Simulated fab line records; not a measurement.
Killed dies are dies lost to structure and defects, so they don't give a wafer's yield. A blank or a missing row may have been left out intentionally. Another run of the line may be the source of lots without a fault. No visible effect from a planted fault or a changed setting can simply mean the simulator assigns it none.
Which tool is to blame?	flow gf180mcu	7 lots, 21 wafers sampled, at 2 steps of a route of 602

WHAT THE GAUGES READ, wafer by wafer
GF_NSD_CD_MEAS_07: target cd 400 nm.
lot	measured	on	cd nm (nm)
L473	day 13 21:46	cd sem-01	399.8 400.2 400.5
L475	day 14 12:28	cd sem-02	402.6 400.9 400.6
L482	day 17 03:29	cd sem-02	296.6 300.0 298.1
L487	day 18 17:42	cd sem-02	401.3 397.2 400.3
L489	day 19 07:57	cd sem-02	398.0 396.2 398.3
L493	day 20 10:55	cd sem-02	397.7 398.7 395.8
L495	day 21 03:38	cd sem-02	401.7 402.5 400.7

EACH LOT AND THE TOOL THAT RAN IT (in order: tool; ch and the chambers of the sampled wafers; start)
lot	GF_NSD_DEVELOP_06
L473	litho track-04 ch 0, day 13 21:37
L475	litho track-01 ch 0, day 14 12:20
L482	litho track-01 ch 0, day 17 03:21
L487	litho track-04 ch 0, day 18 17:33
L489	litho track-04 ch 0, day 19 07:48
L493	litho track-01 ch 0, day 20 10:46
L495	litho track-01 ch 0, day 21 03:30
- GF_NSD_DEVELOP_06: develop time 60 s.

THE ANSWER, worked out from the rows above alone
Rule: the lots themselves supply what counts as usual. The widest of any qualifying gaps counts: lots, ordered by their means at a reading, are off when they make up no more than a third of the lots, leave a main group of 4 or more, and stand apart from it by 3 or more times the standard deviation of that group's means. The tables above print the reading to a certain number of digits; a main group whose means all agree to those digits is not used. A lot without any number at a reading at which 4 lots or more have one is off too. The other lots that the step has rows for count as sound.
Off, at GF_NSD_CD_MEAS_07 on cd nm: L482. Main group: mean 399.6 nm, sd 1.7.
If a tool, at a process step before that reading, ran all the lots that are off and no sound lot after the first of them, it fits. Gauges at GF_NSD_CD_MEAS_07: tried the same way as those tools. Of those tried, none fits.

WHAT HAD BEEN PUT IN BY THE SIMULATOR
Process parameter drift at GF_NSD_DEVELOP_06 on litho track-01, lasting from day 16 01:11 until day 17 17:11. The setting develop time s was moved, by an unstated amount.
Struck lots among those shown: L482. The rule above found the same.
